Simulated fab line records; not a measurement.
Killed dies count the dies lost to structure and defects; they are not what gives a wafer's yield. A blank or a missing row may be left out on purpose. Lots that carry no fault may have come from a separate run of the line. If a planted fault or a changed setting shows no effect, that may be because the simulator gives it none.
A single fault, viewed from 2 desks | flow gf180mcu | each desk has only its own numbers; what lay behind them comes last

## METROLOGY DESK
What the gauges read, lot by lot, whatever tool the lot ran on: means of the sampled wafers that have a number. Marked OUT: a lot whose mean sits more than 4 standard deviations from the usual mean, which makes it out of limits; the brackets give that distance.
Columns: A = VT_IMPLANT_3_TW at GF_VT_IMPLANT_TW_MEAS_32, usual 268.0; B = POLY_GATE_CVD_00_THK at GF_POLY_GATE_THK_MEAS_01, usual 199.7 nm
lot  | first seen here | A     | B
L566 | day 6 22:01     | 267.0 | 200.7
L568 | day 7 11:56     | 270.5 | 200.7
L569 | day 7 17:18     | 268.1 | 198.9
L570 | day 7 23:52     | 266.3 | 200.7
L572 | day 8 12:18     | 268.1 | 201.0
L573 | day 8 21:31     | 268.2 | 203.5
L574 | day 9 04:56     | 267.1 | 199.0
L576 | day 9 14:52     | 268.6 | 200.5
L581 | day 11 02:34    | 268.0 | 197.6
L585 | day 11 23:59    | 267.6 | 200.6
L586 | day 12 08:34    | 267.0 | 200.3
L587 | day 12 15:22    | 269.1 | 196.4
L588 | day 12 22:43    | 269.7 | 201.3
L589 | day 13 04:10    | 266.4 | 200.8
This desk's finding: nothing out of limits on any of the 14 lots.

## AT THE TOOL OWNER'S DESK: iline_stepper-02
The tool's own readings at GF_HV_LDD_EXPOSE_04 (exposes mask Nplus LV AREA, target cd 400 nm): means of the sampled wafers that have a number, for each lot that ran on this tool. Marked OUT: a lot whose mean sits more than 4 standard deviations from the usual mean, which makes it out of limits; the brackets give that distance.
Columns: A = exposure_dose_mJ_cm2 at GF_HV_LDD_EXPOSE_04, usual 140.66; B = focus_offset_nm at GF_HV_LDD_EXPOSE_04, usual -0.2 nm; C = stage_vel_mm_s at GF_HV_LDD_EXPOSE_04, usual 500.04 mm/s
lot  | first seen here | A      | B    | C
L568 | day 10 09:26    | 140.88 | -0.3 | 500.15
L570 | day 10 20:30    | 140.64 | -0.5 | 499.75
L581 | day 14 07:03    | 140.72 | 0.0  | 500.14
L585 | day 15 08:20    | 140.57 | -0.3 | 500.24
L586 | day 15 17:54    | 140.82 | -0.4 | 500.33
L587 | day 16 00:15    | 140.62 | -0.5 | 499.87
L588 | day 16 07:59    | 140.42 | -0.4 | 499.80
This desk's finding: nothing out of limits on any of the 7 lots.

## PUT TOGETHER
At the metrology desk, nothing out of limits was observed.
Nothing out of limits was seen by the tool owner's desk.

## WHAT THE SIMULATOR HAD PUT IN
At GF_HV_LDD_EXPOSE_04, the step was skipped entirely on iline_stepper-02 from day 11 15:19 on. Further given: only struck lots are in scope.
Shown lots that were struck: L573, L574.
